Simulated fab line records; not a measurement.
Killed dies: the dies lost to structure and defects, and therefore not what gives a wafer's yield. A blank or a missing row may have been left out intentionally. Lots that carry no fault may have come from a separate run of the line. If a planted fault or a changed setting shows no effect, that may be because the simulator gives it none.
fab line records	flow sky130
record lots=6	wafers=18	lastDay=49
route steps=708 shown VT_ADJUST_NCORE@128 VT_ADJUST_HVTR@131 VT_ADJUST_PCH@143 PAD_OPEN@708
lots untouched by any fault: they come from a run of this same line in which no faults occurred
startH: hours from the record's opening day to when the first of the lot's shown wafers began	waitH: how many hours have passed since the lot's step before this one	" same as the row above	L1.1+2: one row covering several wafers at once	- either no value or no given start	* or withheld: withheld	< > ~ a bound
route shown NAME@n: a module of which the file shows steps, and the number in the route of the first	usual: mean and standard deviation over wafers with no fault	same: alike in all rows	chamber/n: place in a boat	sites: readings site by site	_std_site: how widely they spread, as a standard deviation	_edge_site: inner sites' mean taken away from outer sites' mean	radiusMm: how far each site lies from the wafer's centre	mask NAME#n: copy n	behind: tool/chamber where the wafer was last shaped	hold: why the lot went on hold/how many hours it stayed there/how the hold came to an end	device: the transistor (n, p or np) that didn't switch	end of line: the route-end tests of the same wafers	for a step that has no rows: nothing shown but its recipe	killed: dies that structure and defects cost at the first sort, which is not the same as the wafer's yield	map: the dies of a wafer, with x for killed, . for not killed, _ for no die there
set.NAME: the setting that was run; set.NAME@STEP: the one run at that earlier step	model.NAME: the simulator's own value behind a step, which no gauge read
lots seen at some steps along the route; tables by step, rows by wafer
services: the hour from which a tool's chamber was out of use, counted from the record's first day as startH (under 0 if before that day), plus the number of hours and why
## steps
# step SKY_VT_ADJUST_NCORE_IMPLANT_09
# recipe species=B	energyKev=10	doseCm2=2.4e+12	tiltDeg=withheld
# step SKY_VT_ADJUST_NCORE_STRIP_10
# recipe chemistry=O2/N2	powerW=1400	pressureMtorr=1500	platenTempC=withheld	o2FlowSccm=3000	n2FlowSccm=300	overashFraction=0.5
# usual drypumpMotorCurrentA=5.76/0.24	oesProductAu=0.715/0.0051	stripTimeToEndpointS=14.19/0.043
lot.wafer	tool	chamber	startH	waitH	drypumpMotorCurrentA	oesProductAu	rfHoursCounterH	stripTimeToEndpointS
L163.2	plasmaAsher-03	0	197.96	0.1	5.82	0.712	8	14.25
L163.3	"	1	"	"	5.69	0.712	-	14.25
L163.5	"	1	"	"	5.75	0.716	-	14.29
L172.1	plasmaAsher-04	0	263.66	0.1	6.00	0.716	44	14.12
L172.5	"	1	"	"	5.30	0.714	-	14.17
L172.6	"	0	"	"	5.99	0.711	-	14.11
L174.2	plasmaAsher-04	1	276.42	0.1	5.26	0.718	45	14.18
L174.4	"	0	"	"	5.97	0.717	-	14.18
L174.6	"	1	"	"	5.27	0.706	-	14.20
L175.1	plasmaAsher-04	0	284.05	0.1	5.99	0.718	46	14.19
L175.3	"	0	"	"	6.02	0.723	-	14.16
L175.6	"	1	"	"	5.29	0.704	-	14.23
L177.2	plasmaAsher-02	1	305.76	0.1	6.13	0.721	60	14.20
L177.4	"	0	"	"	5.80	0.712	-	14.20
L177.5	"	1	"	"	6.11	0.718	-	14.23
L180.2	plasmaAsher-04	1	320.42	0.1	5.27	0.701	49	14.16
L180.5	"	0	"	"	5.99	0.716	-	14.20
L180.6	"	1	"	"	5.28	0.703	-	14.18
# step SKY_VT_ADJUST_NCORE_TW_MEAS_11
# usual VT_ADJUST_NCORE_TW=218.8/1.7
lot.wafer	tool	chamber	startH	waitH	VT_ADJUST_NCORE_TW
L163.2	filmMetro-03	-	198.07	0.1	218.3
L163.3	"	-	"	"	219.5
L163.5	"	-	"	"	219.2
L172.1	filmMetro-03	-	263.76	0.1	218.2
L172.5	"	-	"	"	219.3
L172.6	"	-	"	"	218.7
L174.2	filmMetro-03	-	276.53	0.1	220.4
L174.4	"	-	"	"	219.9
L174.6	"	-	"	"	220.2
L175.1	filmMetro-04	-	284.15	0.1	219.3
L175.3	"	-	"	"	219.4
L175.6	"	-	"	"	221.2
L177.2	filmMetro-03	-	305.87	0.1	216.6
L177.4	"	-	"	"	217.2
L177.5	"	-	"	"	218.7
L180.2	filmMetro-03	-	320.53	0.1	217.9
L180.5	"	-	"	"	217.7
L180.6	"	-	"	"	218.7
# step SKY_VT_ADJUST_HVTR_DEHYDRATE_00
# recipe tempC=200	timeS=60
# step SKY_VT_ADJUST_HVTR_HMDS_01
# recipe primeTimeS=60	primeTempC=120
# step SKY_VT_ADJUST_HVTR_COAT_02
# recipe resist=NOVOLAK	spinRpm=3000	resistThkNm=1140
# step SKY_VT_ADJUST_HVTR_SOFTBAKE_03
# recipe tempC=90	timeS=60	resist=NOVOLAK
# step SKY_VT_ADJUST_HVTR_EXPOSE_04
# recipe maskId=HVTRM	targetCdNm=380	na=0.6	sourceShape=conventional	sigmaOuter=0.6	doseMj=150
# step SKY_VT_ADJUST_HVTR_PEB_05
# recipe tempC=withheld	timeS=*	resist=NOVOLAK
# step SKY_VT_ADJUST_HVTR_DEVELOP_06
# recipe developTimeS=60	devTempC=23
# step SKY_VT_ADJUST_HVTR_CD_MEAS_07
# recipe targetCdNm=380
# usual cdNm=379.9/2.2
lot.wafer	tool	chamber	startH	waitH	cdNm
L163.2	cdSem-01	-	220.27	0.1	379.6
L163.3	"	-	"	"	379.8
L163.5	"	-	"	"	377.4
L172.1	cdSem-01	-	287.80	0.1	379.2
L172.5	"	-	"	"	379.2
L172.6	"	-	"	"	379.7
L174.2	cdSem-02	-	301.07	0.1	382.9
L174.4	"	-	"	"	381.0
L174.6	"	-	"	"	380.7
L175.1	cdSem-02	-	309.35	0.1	381.6
L175.3	"	-	"	"	383.1
L175.6	"	-	"	"	380.9
L177.2	cdSem-02	-	331.98	0.1	376.4
L177.4	"	-	"	"	377.8
L177.5	"	-	"	"	378.3
L180.2	cdSem-02	-	346.82	0.1	375.7
L180.5	"	-	"	"	377.6
L180.6	"	-	"	"	379.9
# step SKY_VT_ADJUST_HVTR_OVL_MEAS_08
# usual VT_ADJUST_HVTR_OVL=-0.3/1.6
lot.wafer	tool	chamber	startH	waitH	VT_ADJUST_HVTR_OVL[nm]
L163.2	overlay-02	-	220.38	0.1	0.5
L163.3	"	-	"	"	-0.5
L163.5	"	-	"	"	1.1
L172.1	overlay-01	-	287.94	0.1	-0.4
L172.5	"	-	"	"	-0.9
L172.6	"	-	"	"	-1.6
L174.2	overlay-01	-	301.18	0.1	0.2
L174.4	"	-	"	"	0.6
L174.6	"	-	"	"	0.8
L175.1	overlay-01	-	309.47	0.1	-1.7
L175.3	"	-	"	"	-1.7
L175.6	"	-	"	"	-0.4
L177.2	overlay-02	-	332.08	0.1	-0.6
L177.4	"	-	"	"	-2.4
L177.5	"	-	"	"	-1.6
L180.2	overlay-01	-	346.93	0.1	0.0
L180.5	"	-	"	"	2.2
L180.6	"	-	"	"	1.7
# step SKY_VT_ADJUST_HVTR_IMPLANT_09
# recipe species=B	energyKev=10	doseCm2=2.1e+12	tiltDeg=withheld
# usual beamOnS=9.99/0.2	endStationPressureTorr=5.01e-06/2.7e-07	faradayCurrentUA=11.86/0.23
lot.wafer	tool	chamber	startH	waitH	beamOnS	endStationPressureTorr	faradayCurrentUA
L163.2	implanter-03	0	220.43	0.0	10.09	5.08e-06	11.70
L163.3	"	0	"	"	10.23	5.12e-06	11.63
L163.5	"	0	"	"	9.68	5.11e-06	12.23
L172.1	implanter-01	0	287.97	0.0	10.15	5.26e-06	11.64
L172.5	"	0	"	"	10.14	4.96e-06	11.67
L172.6	"	0	"	"	10.26	5.4e-06	11.61
L174.2	implanter-01	0	301.23	0.0	12.14	0.00010688	9.87
L174.4	"	0	"	"	12.24	0.0001087	9.73
L174.6	"	0	"	"	12.54	0.00010865	9.55
L175.1	implanter-01	0	309.50	0.0	12.44	0.00010908	9.68
L175.3	"	0	"	"	12.58	0.00010804	9.49
L175.6	"	0	"	"	11.91	0.00010238	10.02
L177.2	implanter-02	0	332.14	0.0	9.52	5.24e-06	12.34
L177.4	"	0	"	"	9.94	4.96e-06	11.85
L177.5	"	0	"	"	9.96	5.16e-06	11.84
L180.2	implanter-02	0	346.99	0.0	10.01	4.96e-06	11.81
L180.5	"	0	"	"	10.38	5.27e-06	11.39
L180.6	"	0	"	"	10.07	5.39e-06	11.74
# step SKY_VT_ADJUST_HVTR_STRIP_10
# recipe chemistry=O2/N2	powerW=1400	pressureMtorr=1500	platenTempC=withheld	o2FlowSccm=3000	n2FlowSccm=300	overashFraction=0.5
# usual drypumpMotorCurrentA=6.0/0.4	oesProductAu=0.715/0.0049	stripTimeToEndpointS=14.20/0.046
lot.wafer	tool	chamber	startH	waitH	drypumpMotorCurrentA	oesProductAu	rfHoursCounterH	stripTimeToEndpointS
L163.2	plasmaAsher-01	1	220.56	0.1	6.7	0.716	55	14.23
L163.3	"	1	"	"	6.7	0.717	-	14.25
L163.5	"	1	"	"	6.7	0.711	-	14.22
L172.1	plasmaAsher-03	1	288.12	0.1	5.7	0.713	16	14.09
L172.5	"	1	"	"	5.7	0.706	-	14.07
L172.6	"	0	"	"	5.8	0.714	-	14.11
L174.2	plasmaAsher-03	0	301.36	0.1	5.8	0.719	18	14.26
L174.4	"	1	"	"	5.7	0.716	-	14.24
L174.6	"	1	"	"	5.7	0.715	-	14.26
L175.1	plasmaAsher-03	1	309.65	0.1	5.7	0.722	18	14.22
L175.3	"	0	"	"	5.8	0.715	-	14.21
L175.6	"	1	"	"	5.7	0.716	-	14.22
L177.2	plasmaAsher-04	1	332.26	0.1	5.3	0.719	50	14.23
L177.4	"	0	"	"	6.0	0.715	-	14.25
L177.5	"	1	"	"	5.3	0.715	-	14.16
L180.2	plasmaAsher-03	0	347.11	0.1	5.8	0.716	22	14.20
L180.5	"	0	"	"	5.8	0.719	-	14.24
L180.6	"	1	"	"	5.7	0.707	-	14.25
# step SKY_VT_ADJUST_HVTR_TW_MEAS_11
# usual VT_ADJUST_HVTR_TW=211.1/2.1
lot.wafer	tool	chamber	startH	waitH	VT_ADJUST_HVTR_TW
L163.2	filmMetro-04	-	220.67	0.1	213.6
L163.3	"	-	"	"	213.4
L163.5	"	-	"	"	214.3
L172.1	filmMetro-04	-	288.22	0.1	212.0
L172.5	"	-	"	"	211.9
L172.6	"	-	"	"	212.8
L174.2	filmMetro-04	-	301.47	0.1	226.5
L174.4	"	-	"	"	226.7
L174.6	"	-	"	"	226.4
L175.1	filmMetro-04	-	309.75	0.1	227.0
L175.3	"	-	"	"	224.9
L175.6	"	-	"	"	226.8
L177.2	filmMetro-04	-	332.37	0.1	213.1
L177.4	"	-	"	"	211.8
L177.5	"	-	"	"	211.7
L180.2	filmMetro-02	-	347.22	0.1	209.3
L180.5	"	-	"	"	209.6
L180.6	"	-	"	"	210.1
# step SKY_VT_ADJUST_PCH_DEHYDRATE_00
# recipe tempC=200	timeS=60
# step SKY_PAD_OPEN_PROBE_99
# usual killed_at_M0_to_M3=43/6.8	killed_at_M4_up=3.2/1.7	killedAtContacts=24/5.7	killedAtFrontEnd=16/4.3	killedAtOther=0.3/0.56	killedDies=86/9.5	killedOpen=47/6.9	killedShort=39/5.8
# same grossDies=492	killedAtBackSide=0
lot.wafer	tool	chamber	startH	waitH	killed_at_M0_to_M3	killed_at_M4_up	killedAtContacts	killedAtFrontEnd	killedAtOther	killedDies	killedOpen	killedShort	model.etest.pfet_01v8_mvt.driveUaUm	model.etest.pfet_01v8_mvt.offLog10AUm	model.etest.pfet_01v8_mvt.vtSatV	model.etest.pfet_01v8_mvt.vtV	model.etest.pfet_01v8_mvt.vtLongV
L163.2	prober-02	-	1090.22	0.1	41	2	29	16	0	88	43	45	151.9	-10.54	-0.5528	-0.6422	-0.8546
L163.3	prober-02	-	1090.27	0.2	36	2	24	21	0	83	47	36	151.8	-10.47	-0.5537	-0.6417	-0.8511
L163.5	prober-02	-	1090.37	0.2	46	1	23	18	0	88	51	37	154.3	-10.26	-0.5496	-0.6379	-0.8511
L172.1	prober-01	-	1142.63	0.1	60	4	19	11	0	94	45	49	144.4	-11.01	-0.5991	-0.6779	-0.8788
L172.5	prober-01	-	1142.83	0.2	41	4	29	20	0	94	49	44	147.4	-11.02	-0.5917	-0.6747	-0.8776
L172.6	prober-01	-	1142.88	0.2	35	2	32	10	0	79	47	32	149.2	-11	-0.5882	-0.6683	-0.873
L174.2	prober-01	-	1157.41	0.1	33	5	28	15	0	81	50	31	155.2	-10.23	-0.5273	-0.6234	-0.833
L174.4	prober-01	-	1157.51	0.2	41	3	37	20	0	101	50	51	155.8	-10.37	-0.5277	-0.6211	-0.8333
L174.6	prober-01	-	1157.61	0.2	48	3	24	15	0	90	56	34	157.3	-10.02	-0.5192	-0.6156	-0.831
L175.1	prober-02	-	1158.67	0.1	45	3	27	9	0	84	46	38	162.4	-9.507	-0.4743	-0.572	-0.7871
L175.3	prober-02	-	1158.77	0.2	42	3	25	10	0	80	50	30	158.2	-9.547	-0.4776	-0.5727	-0.795
L175.6	prober-02	-	1158.92	0.2	40	4	20	24	0	88	47	41	161.3	-9.605	-0.4759	-0.5729	-0.7922
L177.2	prober-02	-	1171.87	0.1	48	4	26	12	1	91	45	45	152.4	-10.28	-0.5418	-0.628	-0.8333
L177.4	prober-02	-	1171.97	0.2	36	3	39	15	0	93	50	43	153.3	-10.3	-0.5442	-0.628	-0.8349
L177.5	prober-02	-	1172.02	0.2	52	4	30	11	0	97	53	44	150.2	-10.42	-0.5532	-0.6365	-0.837
L180.2	prober-02	-	1182.67	0.1	46	3	40	8	0	97	47	49	154.9	-10.71	-0.5655	-0.6526	-0.8663
L180.5	prober-02	-	1182.82	0.2	28	2	31	20	0	81	50	30	150.9	-10.79	-0.5724	-0.6564	-0.8626
L180.6	prober-02	-	1182.87	0.2	45	3	34	12	0	94	52	42	151.2	-10.6	-0.5726	-0.6584	-0.8655
# killed by level:class
L163.2 CONTACT:geometricParticle:open=14 VIA2:geometricParticle:open=9 LI_CONTACT:geometricParticle:open=6 VIA1:geometricParticle:short=6 POLY_GATE:geometricParticle:short=5 VIA1:geometricParticle:open=5 METAL3:geometricParticle:short=5 FIELD_ISO:geometricParticle:open=4
L163.3 VIA1:geometricParticle:open=9 VIA2:geometricParticle:short=8 LI_CONTACT:geometricParticle:open=7 FIELD_ISO:geometricParticle:open=6 CONTACT:geometricParticle:open=6 VIA3:geometricParticle:open=6 CONTACT:geometricParticle:short=5 FIELD_ISO:geometricParticle:short=4
L163.5 VIA1:geometricParticle:open=13 LI_CONTACT:geometricParticle:open=9 CONTACT:geometricParticle:open=9 FIELD_ISO:geometricParticle:short=8 VIA2:geometricParticle:open=6 VIA2:geometricParticle:short=6 VIA3:geometricParticle:open=5 FIELD_ISO:geometricParticle:open=4
L172.1 VIA1:geometricParticle:open=11 METAL2:geometricParticle:short=8 VIA2:geometricParticle:open=8 VIA3:geometricParticle:short=6 CONTACT:geometricParticle:open=5 LI_CONTACT:geometricParticle:open=5 VIA3:geometricParticle:open=5 VIA2:geometricParticle:short=4
L172.5 CONTACT:geometricParticle:open=17 VIA1:geometricParticle:open=9 VIA1:geometricParticle:short=9 FIELD_ISO:geometricParticle:short=7 VIA2:geometricParticle:open=6 CONTACT:geometricParticle:short=4 METAL1:geometricParticle:short=4 VIA3:geometricParticle:open=4
L172.6 VIA1:geometricParticle:open=12 CONTACT:geometricParticle:open=11 LI_CONTACT:geometricParticle:open=8 LOCAL_INTERCONNECT:geometricParticle:short=6 VIA3:geometricParticle:open=5 CONTACT:geometricParticle:short=4 VIA1:geometricParticle:short=4 METAL2:geometricParticle:short=4
L174.2 VIA1:geometricParticle:open=10 CONTACT:geometricParticle:open=9 LI_CONTACT:geometricParticle:open=8 CONTACT:geometricParticle:short=6 VIA1:geometricParticle:short=5 VIA2:geometricParticle:open=5 FIELD_ISO:geometricParticle:short=4 VIA3:geometricParticle:short=4
L174.4 LI_CONTACT:geometricParticle:open=10 CONTACT:geometricParticle:open=10 VIA1:geometricParticle:open=8 VIA2:geometricParticle:open=7 POLY_GATE:geometricParticle:short=6 CONTACT:geometricParticle:short=6 FIELD_ISO:geometricParticle:short=5 LOCAL_INTERCONNECT:geometricParticle:short=5
L174.6 VIA1:geometricParticle:open=14 LI_CONTACT:geometricParticle:open=10 VIA3:geometricParticle:open=8 CONTACT:geometricParticle:open=7 METAL2:geometricParticle:short=7 POLY_GATE:geometricParticle:open=5 VIA2:geometricParticle:open=5 METAL1:geometricParticle:short=5
L175.1 VIA1:geometricParticle:open=14 VIA3:geometricParticle:open=8 LI_CONTACT:geometricParticle:open=7 VIA1:geometricParticle:short=7 CONTACT:geometricParticle:open=6 CONTACT:geometricParticle:short=5 LOCAL_INTERCONNECT:geometricParticle:short=5 FIELD_ISO:geometricParticle:short=4
L175.3 VIA1:geometricParticle:open=18 CONTACT:geometricParticle:open=13 LOCAL_INTERCONNECT:geometricParticle:short=6 VIA3:geometricParticle:open=5 LI_CONTACT:geometricParticle:open=4 VIA1:geometricParticle:short=4 FIELD_ISO:geometricParticle:short=3 POLY_GATE:geometricParticle:open=3
L175.6 CONTACT:geometricParticle:open=11 VIA1:geometricParticle:open=9 FIELD_ISO:geometricParticle:short=7 METAL2:geometricParticle:short=6 VIA2:geometricParticle:open=6 FIELD_ISO:geometricParticle:open=5 LOCAL_INTERCONNECT:geometricParticle:short=5 METAL3:geometricParticle:short=5
L177.2 CONTACT:geometricParticle:open=8 VIA2:geometricParticle:open=8 VIA1:geometricParticle:open=7 LI_CONTACT:geometricParticle:open=7 METAL2:geometricParticle:short=7 METAL3:geometricParticle:short=7 VIA2:geometricParticle:short=6 METAL1:geometricParticle:short=5
L177.4 CONTACT:geometricParticle:open=15 VIA3:geometricParticle:open=7 LI_CONTACT:geometricParticle:open=6 LOCAL_INTERCONNECT:geometricParticle:short=6 CONTACT:geometricParticle:short=6 VIA1:geometricParticle:open=6 POLY_GATE:geometricParticle:open=5 LI_CONTACT:geometricParticle:short=5
L177.5 CONTACT:geometricParticle:open=14 VIA3:geometricParticle:open=12 VIA1:geometricParticle:short=10 LI_CONTACT:geometricParticle:open=8 VIA1:geometricParticle:open=6 VIA2:geometricParticle:open=6 METAL3:geometricParticle:short=5 CONTACT:geometricParticle:short=5
L180.2 LI_CONTACT:geometricParticle:open=10 LOCAL_INTERCONNECT:geometricParticle:short=10 CONTACT:geometricParticle:open=7 VIA1:geometricParticle:open=7 VIA1:geometricParticle:short=7 VIA3:geometricParticle:open=7 CONTACT:geometricParticle:short=6 METAL1:geometricParticle:short=6
L180.5 CONTACT:geometricParticle:open=11 LI_CONTACT:geometricParticle:open=10 VIA2:geometricParticle:open=8 VIA1:geometricParticle:open=6 FIELD_ISO:geometricParticle:short=4 FIELD_ISO:geometricParticle:open=4 VIA3:geometricParticle:open=4 POLY_GATE:geometricParticle:open=3
L180.6 CONTACT:geometricParticle:open=10 VIA3:geometricParticle:open=10 LI_CONTACT:geometricParticle:open=9 VIA1:geometricParticle:open=6 METAL2:geometricParticle:short=6 VIA2:geometricParticle:open=6 LOCAL_INTERCONNECT:geometricParticle:short=5 CONTACT:geometricParticle:short=5
## services
tool	chamber	startH	hours	kind
implanter-02	-	185.03	16.6	repair
implanter-03	-	195.85	3.1	repair
implanter-02	-	210.94	35.5	pm
plasmaAsher-03	-	220.70	3.4	repair
plasmaAsher-04	-	245.35	5.1	repair
implanter-01	-	268.01	5.8	repair
implanter-02	-	277.16	4.0	pm
implanter-03	-	288.91	2.9	pm
implanter-03	-	301.32	0.9	repair
implanter-02	-	317.66	1.0	repair
plasmaAsher-01	-	319.19	1.6	repair
implanter-03	-	330.29	4.2	repair
implanter-03	-	336.05	1.1	repair
## key
firstSign step=SKY_VT_ADJUST_HVTR_IMPLANT_09	reading=endStationPressureTorr	direction=up	sigmas=99+	usual=5.01e-06	struck=0.00010729
effect step=SKY_VT_ADJUST_HVTR_IMPLANT_09	reading=beamOnS	direction=up	sigmas=11	usual=9.99	struck=12.31
effect step=SKY_VT_ADJUST_HVTR_TW_MEAS_11	reading=VT_ADJUST_HVTR_TW	direction=up	sigmas=7.4	usual=211.1	struck=226.4
modelEffect step=SKY_PAD_OPEN_PROBE_99	value=etest.pfet_01v8_mvt.driveUaUm	without=148.4	struck=158.4
metAt SKY_VT_ADJUST_HVTR_IMPLANT_09
struckWafers L174.2,L174.4,L174.6,L175.1,L175.3,L175.6
testerLeftOut L174,L175
onsetBetween 287.97 301.23
fault kind=processParameterDrift	tool=implanter-01	chamber=-	onsetH=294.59	steps=SKY_VT_ADJUST_HVTR_IMPLANT_09	channel=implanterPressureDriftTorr	offset=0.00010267	shape=step	endH=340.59
fault kind=processParameterDrift	tool=implanter-01	chamber=-	onsetH=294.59	steps=SKY_VT_ADJUST_HVTR_IMPLANT_09	channel=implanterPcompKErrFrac	offset=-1	shape=step	endH=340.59
# testerLeftOut: of these lots the tester's yield and bins aren't shown, on N5 and GAA mostly nor the transistor test; their killed dies are dies lost to structure and defects alone, not to doping, threshold or leakage, so they don't give the yield
